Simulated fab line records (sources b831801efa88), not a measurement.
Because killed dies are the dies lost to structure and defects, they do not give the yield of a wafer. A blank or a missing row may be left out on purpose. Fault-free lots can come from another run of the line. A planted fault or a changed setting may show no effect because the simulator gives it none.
Which tool did it?	flow sfq_line	21 wafers from 7 lots sampled at 2 of the route's 325 steps

WHAT EACH GAUGE READ, for each wafer
SFQ_I0_OVL_MEAS_908.
lot	measured	on	I0_OVL (nm)
L804	day 18 06:43	overlay-01	1 -3 -7
L808	day 20 06:11	overlay-01	6 3 9
L812	day 21 20:42	overlay-02	5 5 4
L816	day 23 18:35	overlay-01	0 -2 -1
L820	day 25 13:11	overlay-01	-8 2 1
L822	day 25 23:59	overlay-01	3 3 0
L825	day 27 06:30	overlay-01	-1 7 1

EACH LOT AND THE TOOL THAT RAN IT (in order: tool; ch and the chambers of the sampled wafers; start)
lot	SFQ_TRILAYER_M0_LITHO_EXPOSE_022
L804	krf_scanner-01 ch 0, day 12 19:19
L808	krf_scanner-02 ch 0, day 14 09:05
L812	krf_scanner-02 ch 0, day 15 17:56
L816	krf_scanner-01 ch 0, day 17 01:50
L820	krf_scanner-02 ch 0, day 18 17:25
L822	krf_scanner-01 ch 0, day 19 06:01
L825	krf_scanner-02 ch 0, day 20 20:24
- SFQ_TRILAYER_M0_LITHO_EXPOSE_022: exposes mask M0, target cd 500 nm.

THE ANSWER, worked out from the rows above alone
Rule: the usual values come from the lots themselves. Put in order of their means at a reading, lots are off if they are a third of the lots or fewer, leave a main group of 4 or more, and stand apart from it by a gap of 3 or more times the standard deviation of the main group's means; of several such gaps the widest counts. If all means in a main group match to the digits the tables above print for the reading, that group is not used. A lot without any number at a reading at which 4 lots or more have one is off too. All remaining lots with rows at the step are treated as sound.
Nothing can be told from this: no lot is off at any reading shown.

WHAT HAD BEEN PUT IN BY THE SIMULATOR
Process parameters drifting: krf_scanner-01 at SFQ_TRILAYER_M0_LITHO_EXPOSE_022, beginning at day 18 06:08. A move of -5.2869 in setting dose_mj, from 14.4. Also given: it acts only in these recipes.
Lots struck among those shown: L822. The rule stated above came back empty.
